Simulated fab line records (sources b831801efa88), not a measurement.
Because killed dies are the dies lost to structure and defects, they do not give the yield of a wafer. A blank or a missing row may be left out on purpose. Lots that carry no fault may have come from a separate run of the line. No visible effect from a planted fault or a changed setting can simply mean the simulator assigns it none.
Chamber matching :: flow sfqLine :: 4 sister chambers for SFQ_TRILAYER_I7_CMP_CMP_184 on cmp-02
The step polishes SiO2. 4 wafers are shown with their chamber, then 8 later ones without.

## WAFERS WITH THEIR CHAMBER
wafer: L412.2
chamber: 3
motorCurrentA (A): 9.9

wafer: L412.6
chamber: 2
motorCurrentA (A): 9.1

wafer: L413.6
chamber: 0
motorCurrentA (A): 9.4

wafer: L415.2
chamber: 1
motorCurrentA (A): 11.2

## WAFERS WITH NO CHAMBER GIVEN
wafer: L415.3
motorCurrentA (A): 9.6

wafer: L415.6
motorCurrentA (A): 9.5

wafer: L425.3
motorCurrentA (A): 9.6

wafer: L425.5
motorCurrentA (A): 10.0

wafer: L425.6
motorCurrentA (A): 9.5

wafer: L430.2
motorCurrentA (A): 9.9

wafer: L430.4
motorCurrentA (A): 11.1

wafer: L430.6
motorCurrentA (A): 11.0

## THE CHAMBER EACH PASSED THROUGH
wafer: L415.3
from the rows above: can't be placed: 0 or 3
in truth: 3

wafer: L415.6
from the rows above: 0
in truth: 0

wafer: L425.3
from the rows above: can't be placed: 0 or 3
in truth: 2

wafer: L425.5
from the rows above: 3
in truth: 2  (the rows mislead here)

wafer: L425.6
from the rows above: 0
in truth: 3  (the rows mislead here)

wafer: L430.2
from the rows above: 3
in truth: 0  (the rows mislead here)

wafer: L430.4
from the rows above: 1
in truth: 1

wafer: L430.6
from the rows above: 1
in truth: 1
3 of 8 placed correctly. Unplaceable from these rows: 2, with the true chamber sitting among the candidates in 1. 3 placed wrongly.
How it was worked out, from the rows above alone: a wafer's distance from a chamber is the root of the sum, over the readings, of the square of ((its reading less the chamber's mean) divided by the reading's scatter). If the next closest chamber is less than 2 further off than the closest, the wafer can't be placed; otherwise it belongs to the closest. A chamber's mean is the mean of its shown wafers. The scatter: root of mean squared gap, hidden wafer to nearest shown wafer, with one shown wafer a chamber.
